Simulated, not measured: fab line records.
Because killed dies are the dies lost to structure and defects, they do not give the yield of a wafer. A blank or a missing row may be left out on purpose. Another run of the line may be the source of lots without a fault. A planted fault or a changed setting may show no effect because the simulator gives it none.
Problem report in the 8D (eight disciplines) form, filled by code | flow sky130 | the parts of the form that need people (team, actions taken, sign-off) are left out

== 1. WHAT WENT WRONG ==
Across 6 wafers from 2 lots, VT_ADJUST_PCH_TW at SKY_VT_ADJUST_PCH_TW_MEAS_10 averages 154.6, while fault-free wafers read 143.2 with a standard deviation of 1.1. That is +10 standard deviations from the usual mean.
First seen on wafer L261.1, day 12 12:54, on film_metro-01. The record has a number at this step for 36 wafers belonging to 12 lots. Rule for "out", or "out of limits": more than 4 standard deviations from the usual mean. The rest of the wafers with a number are treated as sound.

== 2. WHAT IT IS; WHAT IT IS NOT ==
question                    | is                           | is not
which readings at this step | VT_ADJUST_PCH_TW             | -
which lots                  | L261, L263                   | L255, L256, L257, L266, L270, L272, L273, L274, L276, L277
which wafers of those lots  | all that have a number       | -
read on which gauges        | film_metro-01, film_metro-03 | film_metro-02
when                        | from day 12 12:54            | up to then (9 sound wafers); but 21 sound wafers of L266, L270, L272, L273, L274, L276, L277 came after

== 3. WHAT RULES OUT EACH SUSPECT ==
Counting: a tool at any process step up to the reading remains a suspect when it ran all the lots that are out and ran no sound lot after the first of those.
- ruled out: the gauge at SKY_VT_ADJUST_PCH_TW_MEAS_10. The wafers that are out were read on 2 gauges (film_metro-01, film_metro-03).
- implanter-02 at SKY_VT_ADJUST_PCH_IMPLANT_08: ruled out as a lasting fault. The sound lots L272, L276 went through it after L261, its earliest lot that is out (day 12 12:39).
Left after counting: nothing in the record.

== 4. THE CAUSE (what the simulator had put in) ==
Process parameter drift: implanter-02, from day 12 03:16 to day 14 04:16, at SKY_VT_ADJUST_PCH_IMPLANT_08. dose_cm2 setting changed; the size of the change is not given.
It was ruled out by counting, in error; the rule expects a fault to strike all lots run on its tool from its start on, and this fault did not.

== 5. THE CHAIN OF EFFECTS, in route order ==
One row per reading whose mean, taken over the struck wafers that have a number, lies over 3 standard deviations from the usual. Only readings for which the record gives a usual standard deviation are gone through. hours: the time from each lot's start at the first step in this table that gives one to its start at this step, as a median over the lots. sigmas: the change in usual standard deviations.
hours | step                         | reading            | usual     | on struck wafers | change     | sigmas
0     | SKY_VT_ADJUST_PCH_IMPLANT_08 | dose_ions_cm2      | 4.999e+11 | 6.622e+11        | +1.623e+11 | +99 or more
0     | SKY_VT_ADJUST_PCH_IMPLANT_08 | faraday_current_uA | 2.82      | 3.68             | +0.86      | +13
0     | SKY_VT_ADJUST_PCH_TW_MEAS_10 | VT_ADJUST_PCH_TW   | 143.2     | 154.6            | +11.4      | +10
It contains these process steps:
- SKY_VT_ADJUST_PCH_IMPLANT_08
Later measuring or inspecting steps at which every struck wafer that the step has a row for has a number for every such reading, and none has moved that far: SKY_SD_N_RS_MEAS_16, SKY_VIA1_CD_MEAS_12.

== 6. WHAT WOULD HAVE CAUGHT IT SOONER ==
In this record the first reading out of limits at a measuring or inspecting step was taken at day 12 12:54, 10 hours after the fault began at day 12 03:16.
Tool's own readings at SKY_VT_ADJUST_PCH_IMPLANT_08, dose_ions_cm2, faraday_current_uA: out on all struck wafers the step has rows for; an alarm limit on them would have tripped on the first.
